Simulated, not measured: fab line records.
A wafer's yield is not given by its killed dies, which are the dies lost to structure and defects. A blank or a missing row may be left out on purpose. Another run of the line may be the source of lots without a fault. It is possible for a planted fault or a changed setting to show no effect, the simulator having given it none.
fab line records -- flow sky130
[record] lots = 5, wafers = 15, last-day = 50
route steps=708 shown VIA1@473 METAL2@483 PAD_OPEN@708
lots with no fault: from the same line, run without faults
start-h: hours from the record's opening day to when the first of the lot's shown wafers began -- wait-h: hours since the lot's step before -- " as in the row above -- L1.1+2: a row that stands for several wafers -- - value missing, or start not given -- * or withheld: withheld -- < > ~ a bound
route shown NAME@n: a module of which the file shows steps, and the number in the route of the first -- usual: mean/standard deviation of fault-free wafers -- same: alike in all rows -- chamber/n: place in a boat -- sites: the reading at each site -- _std_site: the standard deviation of these -- _edge_site: inner sites' mean taken away from outer sites' mean -- radius-mm: how far each site lies from the wafer's centre -- mask NAME#n: copy n -- behind: tool/chamber where the wafer was last shaped -- hold: cause of the lot's hold/its duration in hours/its outcome -- device: the transistor (n, p or np) that didn't switch -- end of line: at the end of the route, the tests of the same wafers -- a step given without rows: its recipe and nothing more -- killed: at the first sort, the dies lost to defects and structure; wafer yield is something else -- map: dies across one wafer; x = killed, . = not, _ = none there
set.NAME: the setting the step ran with; set.NAME@STEP: the setting that earlier step ran with -- model.NAME: the simulator's own value behind a step, which no gauge read
lots at some steps of the route; a table a step, a row a wafer
services: when a tool's chamber went out of use (start-h, in hours from the record's first day, below 0 if earlier), for how many hours, and the reason
[[steps]]
[step SKY_VIA1_ETCH_15]
[recipe] target = SiO2, chemistry = C4F8/O2/Ar, target-depth-nm = 351, stop-on = TiN, mask-material = KrF-thick, source-w = 1500, bias-w = 1200, pressure-mtorr = 40, c4f8-flow-sccm = withheld, O2_flow_sccm = 6, Ar_flow_sccm = 300, time-s = 54
[step SKY_VIA1_STRIP_16]
[recipe] chemistry = O2/N2, power-w = 1400, pressure-mtorr = 1500, platen-temp-c = withheld, o2-flow-sccm = 3000, n2-flow-sccm = 300, overash-fraction = 0.5
[usual] drypump-motor-current-A = 5.7/0.51, oes-product-au = 0.416/0.0046, strip-time-to-endpoint-s = 4.460/0.017
[same] overash-fraction = 0.5
lot.wafer,tool,chamber,start-h,wait-h,drypump-motor-current-A,oes-product-au,rf-hours-counter-h,strip-time-to-endpoint-s
L719.1,plasma-asher-03,0,798.90,0.0,5.2,0.417,69,4.465
L719.3,plasma-asher-03,0,798.90,0.0,5.2,0.410,-,4.483
L719.5,plasma-asher-03,1,798.90,0.0,6.3,0.418,-,4.470
L728.1,plasma-asher-02,1,867.62,0.0,6.4,0.415,12,4.446
L728.2,plasma-asher-02,0,867.62,0.0,5.1,0.409,12,4.455
L728.3,plasma-asher-02,1,867.62,0.0,6.4,0.414,-,4.452
L738.1,plasma-asher-01,1,923.15,0.0,5.2,0.413,110,4.450
L738.3,plasma-asher-01,1,923.15,0.0,5.2,0.421,-,4.451
L738.4,plasma-asher-01,0,923.15,0.0,6.1,0.419,-,4.457
L741.1,plasma-asher-03,0,955.25,0.0,5.2,0.409,85,4.458
L741.3,plasma-asher-03,0,955.25,0.0,5.2,0.405,-,4.475
L741.6,plasma-asher-03,1,955.25,0.0,6.2,0.418,-,4.467
L742.1,plasma-asher-01,0,955.80,0.0,6.0,0.421,114,4.480
L742.3,plasma-asher-01,1,955.80,0.0,5.2,0.415,-,4.482
L742.5,plasma-asher-01,1,955.80,0.0,5.2,0.416,-,4.491
[step SKY_VIA1_STRIP_17]
[recipe] chemistry = post-etch-residue-remover, time-s = 1200, temp-c = 72.5
[step SKY_VIA1_CLEAN_18]
[recipe] chemistry = IPA, time-s = 180, temp-c = 25
[step SKY_VIA1_CLEAN_19]
[recipe] chemistry = O3/DIW, dry = n2-spin
[step SKY_VIA1_SPUTTER_20]
[recipe] material = TiN, target-thk-nm = 20, chamber-pressure-pa = 5, power-w = 4000, time-s = 80
[usual] throttle-valve-pct = 29.9/0.9
lot.wafer,tool,chamber,start-h,wait-h,throttle-valve-pct
L719.1,pvd-sputter-03,-,799.49,0.0,30.6
L719.3,pvd-sputter-03,-,799.49,0.0,30.3
L719.5,pvd-sputter-03,-,799.49,0.0,30.1
L728.1,pvd-sputter-03,-,868.26,0.0,30.6
L728.2,pvd-sputter-03,-,868.26,0.0,30.4
L728.3,pvd-sputter-03,-,868.26,0.0,30.0
L738.1,pvd-sputter-03,-,923.79,0.0,30.3
L738.3,pvd-sputter-03,-,923.79,0.0,30.0
L738.4,pvd-sputter-03,-,923.79,0.0,30.4
L741.1,pvd-sputter-03,-,955.85,0.0,30.4
L741.3,pvd-sputter-03,-,955.85,0.0,30.8
L741.6,pvd-sputter-03,-,955.85,0.0,30.3
L742.1,pvd-sputter-02,-,956.40,0.0,27.3
L742.3,pvd-sputter-02,-,956.40,0.0,29.0
L742.5,pvd-sputter-02,-,956.40,0.0,29.1
[step SKY_VIA1_CVD_21]
[recipe] material = W, target-thk-nm = 270, time-s = 80.902, temp-c = 400, pressure-torr = 40
[step SKY_VIA1_RS_MEAS_22]
[recipe] thk-meas-gauge = four-point-probe, reads = W_of_VIA1_CVD_21+TiN_of_VIA1_SPUTTER_20
[usual] VIA1_W_RS = 0.427/0.0045
lot.wafer,tool,chamber,start-h,wait-h,VIA1_W_RS[ohm/sq]
L719.1,film-metro-01,-,799.65,0.1,0.426
L719.3,film-metro-01,-,799.65,0.1,0.425
L719.5,film-metro-01,-,799.65,0.1,0.419
L728.1,film-metro-04,-,868.41,0.1,0.436
L728.2,film-metro-04,-,868.41,0.1,0.424
L728.3,film-metro-04,-,868.41,0.1,0.428
L738.1,film-metro-03,-,923.94,0.1,0.425
L738.3,film-metro-03,-,923.94,0.1,0.426
L738.4,film-metro-03,-,923.94,0.1,0.428
L741.1,film-metro-01,-,956.00,0.1,0.427
L741.3,film-metro-01,-,956.00,0.1,0.419
L741.6,film-metro-01,-,956.00,0.1,0.431
L742.1,film-metro-04,-,956.65,0.2,0.428
L742.3,film-metro-04,-,956.65,0.2,0.427
L742.5,film-metro-04,-,956.65,0.2,0.420
[step SKY_VIA1_THK_MEAS_23]
[recipe] thk-meas-gauge = xrf, reads = W_of_VIA1_CVD_21
[usual] VIA1_W_THK = 272/3.3
lot.wafer,tool,chamber,start-h,wait-h,VIA1_W_THK[nm]
L719.1,film-metro-01,-,799.77,0.1,271
L719.3,film-metro-01,-,799.77,0.1,272
L719.5,film-metro-01,-,799.77,0.1,276
L728.1,film-metro-04,-,868.53,0.1,266
L728.2,film-metro-04,-,868.53,0.1,271
L728.3,film-metro-04,-,868.53,0.1,269
L738.1,film-metro-03,-,924.06,0.1,273
L738.3,film-metro-03,-,924.06,0.1,274
L738.4,film-metro-03,-,924.06,0.1,273
L741.1,film-metro-01,-,956.12,0.1,271
L741.3,film-metro-01,-,956.12,0.1,276
L741.6,film-metro-01,-,956.12,0.1,269
L742.1,film-metro-04,-,956.77,0.1,267
L742.3,film-metro-04,-,956.77,0.1,268
L742.5,film-metro-04,-,956.77,0.1,272
[step SKY_VIA1_CMP_24]
[recipe] stop-on = SiO2, t-overpolish-s = 15, down-force-psi = 3.5, platen-rpm = 60, target-thk-nm = 0, pad-velocity-m-s = 0.94248
[step SKY_METAL2_SPUTTER_00]
[recipe] material = Ti, target-thk-nm = 15, power-w = 3000, time-s = 10, chamber-pressure-pa = 0.4
[step SKY_METAL2_SPUTTER_01]
[recipe] material = TiN, target-thk-nm = 20, power-w = 6500, time-s = 16.7, chamber-pressure-pa = 0.4
[usual] throttle-valve-pct = 29.8/1.2
lot.wafer,tool,chamber,start-h,wait-h,throttle-valve-pct
L719.1,pvd-sputter-02,-,800.15,0.0,30.6
L719.3,pvd-sputter-02,-,800.15,0.0,30.5
L719.5,pvd-sputter-02,-,800.15,0.0,30.2
L728.1,pvd-sputter-04,-,868.92,0.0,30.1
L728.2,pvd-sputter-04,-,868.92,0.0,29.8
L728.3,pvd-sputter-04,-,868.92,0.0,27.9
L738.1,pvd-sputter-04,-,924.44,0.0,30.2
L738.3,pvd-sputter-04,-,924.44,0.0,31.1
L738.4,pvd-sputter-04,-,924.44,0.0,27.6
L741.1,pvd-sputter-01,-,956.51,0.0,30.0
L741.3,pvd-sputter-01,-,956.51,0.0,29.6
L741.6,pvd-sputter-01,-,956.51,0.0,29.5
L742.1,pvd-sputter-02,-,957.15,0.0,30.6
L742.3,pvd-sputter-02,-,957.15,0.0,30.5
L742.5,pvd-sputter-02,-,957.15,0.0,27.4
[step SKY_METAL2_SPUTTER_02]
[recipe] material = AlCu, target-thk-nm = 250, power-w = 10600, time-s = 13.3, chamber-pressure-pa = 0.4
[usual] throttle-valve-pct = 29.7/1.2
lot.wafer,tool,chamber,start-h,wait-h,throttle-valve-pct,model.AlCu_of_METAL2_SPUTTER_02.thk-nm
L719.1,pvd-sputter-02,-,800.18,0.0,30.4,248.3
L719.3,pvd-sputter-02,-,800.18,0.0,30.4,248.3
L719.5,pvd-sputter-02,-,800.18,0.0,30.4,247.9
L728.1,pvd-sputter-04,-,868.94,0.0,30.0,237.2
L728.2,pvd-sputter-04,-,868.94,0.0,29.7,245.4
L728.3,pvd-sputter-04,-,868.94,0.0,27.6,247
L738.1,pvd-sputter-04,-,924.47,0.0,30.1,251.5
L738.3,pvd-sputter-04,-,924.47,0.0,31.3,247
L738.4,pvd-sputter-04,-,924.47,0.0,27.9,248
L741.1,pvd-sputter-01,-,956.53,0.0,29.9,250.9
L741.3,pvd-sputter-01,-,956.53,0.0,29.7,253.1
L741.6,pvd-sputter-01,-,956.53,0.0,29.4,252.6
L742.1,pvd-sputter-02,-,957.17,0.0,30.4,254.6
L742.3,pvd-sputter-02,-,957.17,0.0,30.3,252.1
L742.5,pvd-sputter-02,-,957.17,0.0,27.4,252.9
[step SKY_METAL2_SPUTTER_03]
[recipe] material = Ti, target-thk-nm = 5, power-w = 3000, time-s = 3.3, chamber-pressure-pa = 0.4
[step SKY_METAL2_SPUTTER_04]
[recipe] material = TiN, target-thk-nm = 70, power-w = 6500, time-s = 58.3, chamber-pressure-pa = 0.4
[step SKY_METAL2_RS_MEAS_05]
[recipe] thk-meas-gauge = four-point-probe, reads = TiN_of_METAL2_SPUTTER_04+Ti_of_METAL2_SPUTTER_03+AlCu_of_METAL2_SPUTTER_02+TiN_of_METAL2_SPUTTER_01+Ti_of_METAL2_SPUTTER_00
[usual] METAL2_ALCU_RS = 0.1267/0.0014
lot.wafer,tool,chamber,start-h,wait-h,METAL2_ALCU_RS[ohm/sq]
L719.1,film-metro-03,-,800.27,0.0,0.1277
L719.3,film-metro-03,-,800.27,0.0,0.1274
L719.5,film-metro-03,-,800.27,0.0,0.1279
L728.1,film-metro-01,-,869.03,0.0,0.1335
L728.2,film-metro-01,-,869.03,0.0,0.1290
L728.3,film-metro-01,-,869.03,0.0,0.1282
L738.1,film-metro-03,-,924.56,0.0,0.1257
L738.3,film-metro-03,-,924.56,0.0,0.1281
L738.4,film-metro-03,-,924.56,0.0,0.1274
L741.1,film-metro-02,-,956.62,0.0,0.1262
L741.3,film-metro-02,-,956.62,0.0,0.1248
L741.6,film-metro-02,-,956.62,0.0,0.1254
L742.1,film-metro-02,-,957.27,0.0,0.1245
L742.3,film-metro-02,-,957.27,0.0,0.1256
L742.5,film-metro-02,-,957.27,0.0,0.1252
[step SKY_METAL2_THK_MEAS_06]
[recipe] thk-meas-gauge = xrf, reads = AlCu_of_METAL2_SPUTTER_02
[usual] METAL2_ALCU_THK = 254/3
lot.wafer,tool,chamber,start-h,wait-h,METAL2_ALCU_THK[nm]
L719.1,film-metro-03,-,800.39,0.1,251
L719.3,film-metro-03,-,800.39,0.1,252
L719.5,film-metro-03,-,800.39,0.1,249
L728.1,film-metro-01,-,869.15,0.1,243
L728.2,film-metro-01,-,869.15,0.1,250
L728.3,film-metro-01,-,869.15,0.1,252
L738.1,film-metro-03,-,924.68,0.1,254
L738.3,film-metro-03,-,924.68,0.1,250
L738.4,film-metro-03,-,924.68,0.1,252
L741.1,film-metro-02,-,956.74,0.1,253
L741.3,film-metro-02,-,956.74,0.1,256
L741.6,film-metro-02,-,956.74,0.1,253
L742.1,film-metro-02,-,957.39,0.1,258
L742.3,film-metro-02,-,957.39,0.1,256
L742.5,film-metro-02,-,957.39,0.1,257
[step SKY_METAL2_DEHYDRATE_07]
[recipe] temp-c = 200, time-s = 60
[step SKY_METAL2_HMDS_08]
[recipe] prime-time-s = 60, prime-temp-c = 120
[step SKY_METAL2_COAT_09]
[recipe] resist = BARC, temp-c = withheld, time-s = withheld, spin-rpm = 3000, resist-thk-nm = 60
[step SKY_METAL2_COAT_10]
[recipe] resist = KrF-thick, spin-rpm = 3000, resist-thk-nm = 450
[step SKY_METAL2_SOFTBAKE_11]
[recipe] temp-c = 100, time-s = 90, resist = KrF-thick
[step SKY_METAL2_EXPOSE_12]
[recipe] mask-id = MM2, na = 0.8, source-shape = annular, sigma-inner = 0.55, sigma-outer = 0.85, target-cd-nm = 140, dose-mj = 28
[step SKY_METAL2_PEB_13]
[recipe] peb-temp-c = withheld, peb-time-s = withheld, resist = KrF-thick
[step SKY_METAL2_DEVELOP_14]
[recipe] develop-time-s = 60, resist = KrF-thick, dev-temp-c = 21
[step SKY_METAL2_CD_MEAS_15]
[recipe] target-cd-nm = 140
[usual] cd-nm = 140.1/1.5
lot.wafer,tool,chamber,start-h,wait-h,cd-nm
L719.1,cd-sem-01,-,826.41,-,141.7
L719.3,cd-sem-01,-,826.41,-,140.7
L719.5,cd-sem-01,-,826.41,-,139.1
L728.1,cd-sem-01,-,894.47,-,139.0
L728.2,cd-sem-01,-,894.47,-,139.3
L728.3,cd-sem-01,-,894.47,-,138.2
L738.1,cd-sem-02,-,949.01,-,141.8
L738.3,cd-sem-02,-,949.01,-,141.4
L738.4,cd-sem-02,-,949.01,-,141.9
L741.1,cd-sem-01,-,979.76,-,141.7
L741.3,cd-sem-01,-,979.76,-,141.6
L741.6,cd-sem-01,-,979.76,-,142.1
L742.1,cd-sem-02,-,981.02,-,140.9
L742.3,cd-sem-02,-,981.02,-,142.5
L742.5,cd-sem-02,-,981.02,-,141.1
[step SKY_METAL2_OVL_MEAS_16]
[usual] METAL2_OVL = 0/4.9
lot.wafer,tool,chamber,start-h,wait-h,METAL2_OVL[nm]
L719.1,overlay-02,-,826.53,0.1,6
L719.3,overlay-02,-,826.53,0.1,0
L719.5,overlay-02,-,826.53,0.1,2
L728.1,overlay-01,-,894.59,0.1,-5
L728.2,overlay-01,-,894.59,0.1,4
L728.3,overlay-01,-,894.59,0.1,3
L738.1,overlay-01,-,949.13,0.1,-2
L738.3,overlay-01,-,949.13,0.1,0
L738.4,overlay-01,-,949.13,0.1,4
L741.1,overlay-01,-,979.88,0.1,1
L741.3,overlay-01,-,979.88,0.1,-5
L741.6,overlay-01,-,979.88,0.1,-1
L742.1,overlay-02,-,981.14,0.1,4
L742.3,overlay-02,-,981.14,0.1,-7
L742.5,overlay-02,-,981.14,0.1,1
[step SKY_METAL2_DESCUM_17]
[recipe] chemistry = O2, source-power-w = 150, bias-power-w = 0, pressure-mtorr = 10, temp-c = 40, time-s = 8
[usual] drypump-motor-current-A = 6.0/0.44, oes-product-au = 1.001/0.0083
[same] bias-power-w = 0
lot.wafer,tool,chamber,start-h,wait-h,drypump-motor-current-A,oes-product-au,rf-hours-counter-h
L719.1,rie-metal-04,1,826.56,0.0,6.6,1.007,12
L719.3,rie-metal-04,1,826.56,0.0,6.6,1.009,-
L719.5,rie-metal-04,1,826.56,0.0,6.6,1.015,-
L728.1,rie-metal-04,1,894.62,0.0,6.6,0.997,16
L728.2,rie-metal-04,1,894.62,0.0,6.6,0.997,-
L728.3,rie-metal-04,1,894.62,0.0,6.6,1.003,-
L738.1,rie-metal-04,1,949.16,0.0,6.5,1.008,19
L738.3,rie-metal-04,0,949.16,0.0,5.8,1.004,-
L738.4,rie-metal-04,1,949.16,0.0,6.5,1.004,-
L741.1,rie-metal-04,0,979.91,0.0,5.9,0.995,4
L741.3,rie-metal-04,0,979.91,0.0,5.8,1.002,-
L741.6,rie-metal-04,0,979.91,0.0,5.8,0.993,-
L742.1,rie-metal-01,1,981.17,0.0,6.2,0.998,5
L742.3,rie-metal-01,1,981.17,0.0,6.2,1.003,-
L742.5,rie-metal-01,1,981.17,0.0,6.2,1.001,-
[step SKY_METAL2_ETCH_18]
[recipe] chemistry = N2/H2, target = BARC, ion-energy-ev = 200, bias-w = 100, pressure-mtorr = 30, n2-flow-sccm = 100, h2-flow-sccm = 200, icp-w = 500, stop-on = SiO2, time-s = 45.9, target-depth-a = 600
[usual] drypump-motor-current-A = 6.0/0.44, oes-product-au = 0.855/0.0048, throttle-valve-pct = 13.224/0.01
lot.wafer,tool,chamber,start-h,wait-h,drypump-motor-current-A,oes-product-au,rf-hours-counter-h,throttle-valve-pct
L719.1,rie-metal-04,1,826.60,0.0,6.6,0.853,12,13.202
L719.3,rie-metal-04,1,826.60,0.0,6.6,0.846,-,13.217
L719.5,rie-metal-04,1,826.60,0.0,6.6,0.852,-,13.208
L728.1,rie-metal-04,1,894.69,0.1,6.6,0.856,16,13.207
L728.2,rie-metal-04,1,894.69,0.1,6.6,0.851,-,13.217
L728.3,rie-metal-04,1,894.69,0.1,6.6,0.858,-,13.253
L738.1,rie-metal-04,1,949.20,0.0,6.6,0.856,19,13.221
L738.3,rie-metal-04,0,949.20,0.0,5.8,0.856,-,13.216
L738.4,rie-metal-04,1,949.20,0.0,6.6,0.853,-,13.221
L741.1,rie-metal-04,0,979.95,0.0,5.8,0.852,4,13.218
L741.3,rie-metal-04,0,979.95,0.0,5.8,0.854,-,13.208
L741.6,rie-metal-04,0,979.95,0.0,5.8,0.857,-,13.230
L742.1,rie-metal-01,1,981.24,0.1,6.2,0.855,5,13.234
L742.3,rie-metal-01,1,981.24,0.1,6.2,0.867,-,13.222
L742.5,rie-metal-01,1,981.24,0.1,6.2,0.858,-,13.238
[step SKY_METAL2_METAL_ETCH_19]
[recipe] target-depth-a = 3600, stop-on = SiO2, over-etch-frac = 0.3, time-s = 78, chemistry = Cl2/BCl3, resist-sidewall-deg = 88, pressure-mtorr = 10, icp-w = 900, bias-w = 48.5, Cl2_flow_sccm = 60, bcl3-flow-sccm = 30
[usual] drypump-motor-current-A = 6.0/0.44, mfc-cl2-sccm = 59.99/0.17, oes-product-au = 0.855/0.0056, throttle-valve-pct = 22.264/0.0083
lot.wafer,tool,chamber,start-h,wait-h,drypump-motor-current-A,mfc-cl2-sccm,oes-product-au,rf-hours-counter-h,throttle-valve-pct,model.METAL2.feature-depth-nm,model.etch.depth-nm
L719.1,rie-metal-04,1,826.66,0.0,6.6,60.05,0.856,12,22.256,357.7,357.6
L719.3,rie-metal-04,1,826.66,0.0,6.6,59.86,0.854,-,22.262,357.5,357.5
L719.5,rie-metal-04,1,826.66,0.0,6.6,60.05,0.846,-,22.259,357.4,357.4
L728.1,rie-metal-04,1,894.81,0.1,6.6,60.11,0.857,16,22.273,369,369
L728.2,rie-metal-04,1,894.81,0.1,6.6,59.66,0.858,-,22.269,356.9,356.9
L728.3,rie-metal-04,1,894.81,0.1,6.6,60.06,0.855,-,22.272,358.1,358.1
L738.1,rie-metal-04,1,949.26,0.0,6.6,60.04,0.863,19,22.253,362.6,362.6
L738.3,rie-metal-04,0,949.26,0.0,5.9,59.83,0.849,-,22.259,357.4,357.4
L738.4,rie-metal-04,1,949.26,0.0,6.6,60.00,0.842,-,22.270,358.4,358.4
L741.1,rie-metal-04,0,980.01,0.0,5.8,60.13,0.861,4,22.261,361.4,361.4
L741.3,rie-metal-04,0,980.01,0.0,5.8,59.94,0.856,-,22.276,364.3,364.3
L741.6,rie-metal-04,0,980.01,0.0,5.8,59.84,0.862,-,22.263,363.8,363.8
L742.1,rie-metal-01,1,981.36,0.1,6.2,60.04,0.860,5,22.272,365,365
L742.3,rie-metal-01,1,981.36,0.1,6.2,60.10,0.865,-,22.253,362.5,362.5
L742.5,rie-metal-01,1,981.36,0.1,6.2,60.22,0.855,-,22.241,362.4,362.4
[step SKY_METAL2_STRIP_20]
[recipe] chemistry = O2/N2, power-w = 1400, pressure-mtorr = 1500, platen-temp-c = withheld, o2-flow-sccm = 3000, n2-flow-sccm = 300, overash-fraction = 0.5
[step SKY_PAD_OPEN_PROBE_99]
[usual] defect-limited-yield = 82.7/2, killed_at_M0_to_M3 = 42/6.8, killed_at_M4_up = 3.2/1.8, killed-at-contacts = 25/5.4, killed-at-front-end = 15/4.5, killed-at-other = 0.3/0.56, killed-dies = 85/9.7, killed-open = 46/7.1, killed-short = 39/6.5, sort_bin_3_pad_short = 0.9/0.42, sort_bin_5_function = 10.4/1.5, sort_bin_6_memory = 6.1/1.1, sort-n-pass = 407/9.7, sort-yield-pct = 82.7/2
[same] gross-dies = 492, killed-at-back-side = 0, sort_bin_4_leakage[%] = 0, sort_bin_8_speed[%] = 0
lot.wafer,tool,chamber,start-h,wait-h,defect-limited-yield[%],killed_at_M0_to_M3,killed_at_M4_up,killed-at-contacts,killed-at-front-end,killed-at-other,killed-dies,killed-open,killed-short,sort_bin_3_pad_short[%],sort_bin_5_function[%],sort_bin_6_memory[%],sort-n-pass,sort-yield-pct[%],model.etest.met2.line-ohm-um,model.etest.met2.rs-ohm-sq
L719.1,prober-01,-,1081.64,0.1,79.1,58,1,28,15,1,103,54,49,0.6,13.0,7.3,389,79.1,0.9115,0.1298
L719.3,prober-01,-,1081.74,0.2,83.7,34,2,29,15,0,80,42,38,0.6,10.2,5.5,412,83.7,0.8974,0.1286
L719.5,prober-01,-,1081.84,0.2,82.3,49,3,24,10,1,87,45,42,1.4,12.2,4.1,405,82.3,0.9276,0.1287
L728.1,prober-02,-,1134.69,0.1,83.9,38,7,24,10,0,79,42,37,1.0,10.0,5.1,413,83.9,0.9768,0.1355
L728.2,prober-02,-,1134.74,0.1,84.1,47,3,17,11,0,78,39,39,0.4,8.9,6.5,414,84.1,0.9429,0.1311
L728.3,prober-02,-,1134.79,0.2,82.9,32,6,27,19,0,84,43,41,0.6,11.0,5.5,408,82.9,0.95,0.1303
L738.1,prober-01,-,1176.23,0.1,81.9,42,2,28,17,0,89,41,48,1.2,9.8,7.1,403,81.9,0.9087,0.1268
L738.3,prober-01,-,1176.33,0.2,80.7,42,6,34,12,1,95,46,49,1.0,11.0,7.3,397,80.7,0.9199,0.13
L738.4,prober-01,-,1176.38,0.2,83.7,44,1,26,9,0,80,43,37,0.8,9.3,6.1,412,83.7,0.923,0.1303
L742.1,prober-01,-,1197.39,0.1,82.5,39,3,28,15,1,86,42,42,0.4,9.8,7.3,406,82.5,0.8707,0.1263
L742.3,prober-01,-,1197.49,0.2,82.7,40,0,23,18,4,85,46,35,0.6,11.6,5.1,407,82.7,0.8978,0.1272
L742.5,prober-01,-,1197.59,0.2,82.5,43,1,19,23,0,86,41,45,1.4,10.6,5.5,406,82.5,0.8603,0.1256
L741.1,prober-02,-,1198.04,0.1,80.5,52,4,28,12,0,96,46,49,1.0,13.4,5.1,396,80.5,0.8883,0.1282
L741.3,prober-02,-,1198.14,0.2,78.7,62,4,22,17,0,105,58,47,2.6,14.6,4.1,387,78.7,0.8998,0.127
L741.6,prober-02,-,1198.29,0.2,82.1,51,4,20,13,0,88,46,42,0.6,12.2,5.1,404,82.1,0.8623,0.1273
// killed by level:class
L719.1 VIA1:geometric-particle:open=14 LI_CONTACT:geometric-particle:open=11 METAL1:geometric-particle:short=11 VIA3:geometric-particle:open=9 CONTACT:geometric-particle:open=8 METAL3:geometric-particle:short=6 FIELD_ISO:geometric-particle:short=5 LOCAL_INTERCONNECT:geometric-particle:short=5
L719.3 LI_CONTACT:geometric-particle:open=13 CONTACT:geometric-particle:open=9 VIA1:geometric-particle:open=5 METAL3:geometric-particle:short=5 FIELD_ISO:geometric-particle:short=4 POLY_GATE:geometric-particle:short=4 METAL1:geometric-particle:short=4 METAL2:geometric-particle:short=4
L719.5 VIA1:geometric-particle:open=9 CONTACT:geometric-particle:open=9 VIA3:geometric-particle:open=8 VIA1:geometric-particle:short=6 CONTACT:geometric-particle:short=6 METAL2:geometric-particle:short=6 VIA2:geometric-particle:short=6 VIA2:geometric-particle:open=5
L728.1 LI_CONTACT:geometric-particle:open=11 VIA1:geometric-particle:open=7 VIA1:geometric-particle:short=5 METAL2:geometric-particle:short=5 METAL4:geometric-particle:short=5 VIA2:geometric-particle:open=4 CONTACT:geometric-particle:open=4 METAL1:geometric-particle:short=4
L728.2 VIA1:geometric-particle:open=12 VIA2:geometric-particle:open=9 VIA1:geometric-particle:short=7 CONTACT:geometric-particle:short=6 METAL2:geometric-particle:short=6 LI_CONTACT:geometric-particle:open=4 VIA3:geometric-particle:open=4 FIELD_ISO:geometric-particle:short=3
L728.3 LI_CONTACT:geometric-particle:open=10 CONTACT:geometric-particle:open=7 FIELD_ISO:geometric-particle:short=5 METAL1:geometric-particle:short=5 VIA1:geometric-particle:open=5 VIA2:geometric-particle:short=5 FIELD_ISO:geometric-particle:open=4 POLY_GATE:geometric-particle:short=4
L738.1 CONTACT:geometric-particle:open=9 VIA2:geometric-particle:open=9 FIELD_ISO:geometric-particle:short=7 METAL1:geometric-particle:short=7 LI_CONTACT:geometric-particle:open=6 LOCAL_INTERCONNECT:geometric-particle:short=6 CONTACT:geometric-particle:short=6 POLY_GATE:geometric-particle:short=4
L738.3 LOCAL_INTERCONNECT:geometric-particle:short=10 CONTACT:geometric-particle:open=10 VIA2:geometric-particle:open=9 LI_CONTACT:geometric-particle:open=7 VIA3:geometric-particle:short=7 VIA1:geometric-particle:open=6 METAL4:geometric-particle:short=5 VIA2:geometric-particle:short=5
L738.4 VIA1:geometric-particle:open=10 LOCAL_INTERCONNECT:geometric-particle:short=7 CONTACT:geometric-particle:open=7 METAL1:geometric-particle:open=7 METAL1:geometric-particle:short=6 VIA3:geometric-particle:open=6 METAL2:geometric-particle:short=5 FIELD_ISO:geometric-particle:short=4
L742.1 LI_CONTACT:geometric-particle:open=10 CONTACT:geometric-particle:open=7 VIA1:geometric-particle:open=7 FIELD_ISO:geometric-particle:short=6 CONTACT:geometric-particle:short=6 METAL2:geometric-particle:short=5 VIA3:geometric-particle:open=5 POLY_GATE:geometric-particle:short=4
L742.3 VIA2:geometric-particle:open=9 VIA1:geometric-particle:open=9 CONTACT:geometric-particle:short=7 CONTACT:geometric-particle:open=7 POLY_GATE:geometric-particle:short=6 VIA3:geometric-particle:open=6 METAL2:geometric-particle:short=5 FIELD_ISO:geometric-particle:open=4
L742.5 POLY_GATE:geometric-particle:short=8 CONTACT:geometric-particle:open=7 METAL1:geometric-particle:short=7 VIA3:geometric-particle:open=7 VIA1:geometric-particle:open=6 VIA1:geometric-particle:short=5 FIELD_ISO:geometric-particle:short=4 FIELD_ISO:geometric-particle:open=4
L741.1 CONTACT:geometric-particle:open=10 VIA2:geometric-particle:open=9 VIA1:geometric-particle:open=9 CONTACT:geometric-particle:short=7 VIA1:geometric-particle:short=7 LOCAL_INTERCONNECT:geometric-particle:short=6 METAL1:geometric-particle:short=6 VIA2:geometric-particle:short=5
L741.3 VIA1:geometric-particle:open=21 METAL2:geometric-particle:short=10 VIA3:geometric-particle:open=8 FIELD_ISO:geometric-particle:short=7 LI_CONTACT:geometric-particle:open=6 METAL1:geometric-particle:short=6 CONTACT:geometric-particle:open=6 VIA1:geometric-particle:short=5
L741.6 VIA1:geometric-particle:open=12 METAL1:geometric-particle:short=7 CONTACT:geometric-particle:short=7 METAL2:geometric-particle:short=7 CONTACT:geometric-particle:open=6 FIELD_ISO:geometric-particle:open=5 METAL3:geometric-particle:short=4 POLY_GATE:geometric-particle:open=4
[[services]]
tool,chamber,start-h,hours,kind
plasma-asher-03,-,784.93,2.4,repair
pvd-sputter-03,-,788.46,3.2,repair
pvd-sputter-01,-,790.33,3.9,repair
pvd-sputter-03,-,814.06,7.5,repair
pvd-sputter-01,-,822.19,1.8,repair
pvd-sputter-03,3,832.59,-,consumable-replace:kit
pvd-sputter-03,3,832.59,18.0,scheduled-down
pvd-sputter-01,-,857.49,0.5,repair
rie-metal-04,0,886.69,-,clean
rie-metal-04,0,886.69,19.4,scheduled-down
rie-metal-04,0,886.69,19.4,vent-cycle
pvd-sputter-02,-,891.58,9.5,repair
pvd-sputter-01,-,897.41,1.5,repair
pvd-sputter-02,0,902.05,-,consumable-replace:kit
pvd-sputter-02,0,902.05,18.0,scheduled-down
pvd-sputter-02,0,902.05,18.0,vent-cycle
pvd-sputter-03,-,918.92,2.0,repair
pvd-sputter-04,-,918.99,4.4,repair
plasma-asher-02,-,947.82,1.1,repair
plasma-asher-02,-,951.98,23.5,repair
pvd-sputter-01,-,957.61,5.0,repair
pvd-sputter-04,-,958.79,6.9,repair
plasma-asher-02,-,975.45,28.1,pm
rie-metal-01,0,977.27,4.6,repair
[[key]]
[first-sign] step = SKY_METAL2_RS_MEAS_05, reading = METAL2_ALCU_RS, direction = up, sigmas = 4.8, usual = 0.1267, struck = 0.1335
[effect] step = SKY_METAL2_THK_MEAS_06, reading = METAL2_ALCU_THK, direction = down, sigmas = 3.6, usual = 254, struck = 243
[model-effect] step = SKY_METAL2_SPUTTER_02, value = AlCu_of_METAL2_SPUTTER_02.thk-nm, without = 249, struck = 237.2
[model-effect] step = SKY_METAL2_METAL_ETCH_19, value = METAL2.feature-depth-nm, without = 361.2, struck = 369
[model-effect] step = SKY_PAD_OPEN_PROBE_99, value = etest.met2.line-ohm-um, without = 0.9288, struck = 0.9768
met-at SKY_METAL2_SPUTTER_02
struck-wafers L728.1
[fault] kind = process-parameter-drift, tool = pvd-sputter-04, chamber = -, onset-h = 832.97, steps = SKY_METAL2_SPUTTER_02, channel = time-s, offset = *, shape = step, end-h = 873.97, acts-in = *, stated = *, scope = struck-wafers-only
